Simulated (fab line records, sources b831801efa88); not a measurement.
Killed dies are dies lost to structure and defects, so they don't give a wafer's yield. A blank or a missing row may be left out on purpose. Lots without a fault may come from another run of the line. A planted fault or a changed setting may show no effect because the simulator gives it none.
Which tool did it? | flow sky130 | 6 lots, 18 wafers sampled, at 2 steps of a route of 708

WHAT THE GAUGES READ, wafer by wafer
SKY_LDD_LDN_OVL_MEAS_07.
lot  | measured     | on         | LDD_LDN_OVL (nm)
L196 | day 24 13:23 | overlay-02 | -0.6 0.4 -1.2
L199 | day 25 18:52 | overlay-02 | 1.1 3.1 0.2
L209 | day 29 05:50 | overlay-02 | 0.0 2.0 1.0
L210 | day 29 12:07 | overlay-02 | -1.7 -1.6 -2.7
L213 | day 30 04:59 | overlay-02 | 0.1 1.2 0.8
L215 | day 30 22:11 | overlay-01 | -1.9 -0.4 -0.8

WHICH TOOL RAN EACH LOT (tool, then ch and the chambers of the sampled wafers, then the start)
lot  | SKY_LDD_LDN_EXPOSE_04
L196 | iline_stepper-02 ch 0, day 23 22:14
L199 | iline_stepper-01 ch 0, day 25 03:52
L209 | iline_stepper-01 ch 0, day 28 16:13
L210 | iline_stepper-02 ch 0, day 28 22:19
L213 | iline_stepper-01 ch 0, day 29 15:06
L215 | iline_stepper-01 ch 0, day 30 08:35
- SKY_LDD_LDN_EXPOSE_04: exposes mask LDNTM, target cd 700 nm.

THE ANSWER, worked out from the rows above alone
Rule: what is usual is taken from the lots themselves. Put in order of their means at a reading, lots are off if they are a third of the lots or fewer, leave a main group of 4 or more, and stand apart from it by a gap of 3 or more times the standard deviation of the main group's means; of several such gaps the widest counts. A main group whose means are all the same, to the digits that the tables above print for the reading, isn't used. A lot without any number at a reading at which 4 lots or more have one is off too. The other lots that the step has rows for count as sound.
No lot is off at any reading shown: from this, nothing can be told.

WHAT THE SIMULATOR HAD PUT IN
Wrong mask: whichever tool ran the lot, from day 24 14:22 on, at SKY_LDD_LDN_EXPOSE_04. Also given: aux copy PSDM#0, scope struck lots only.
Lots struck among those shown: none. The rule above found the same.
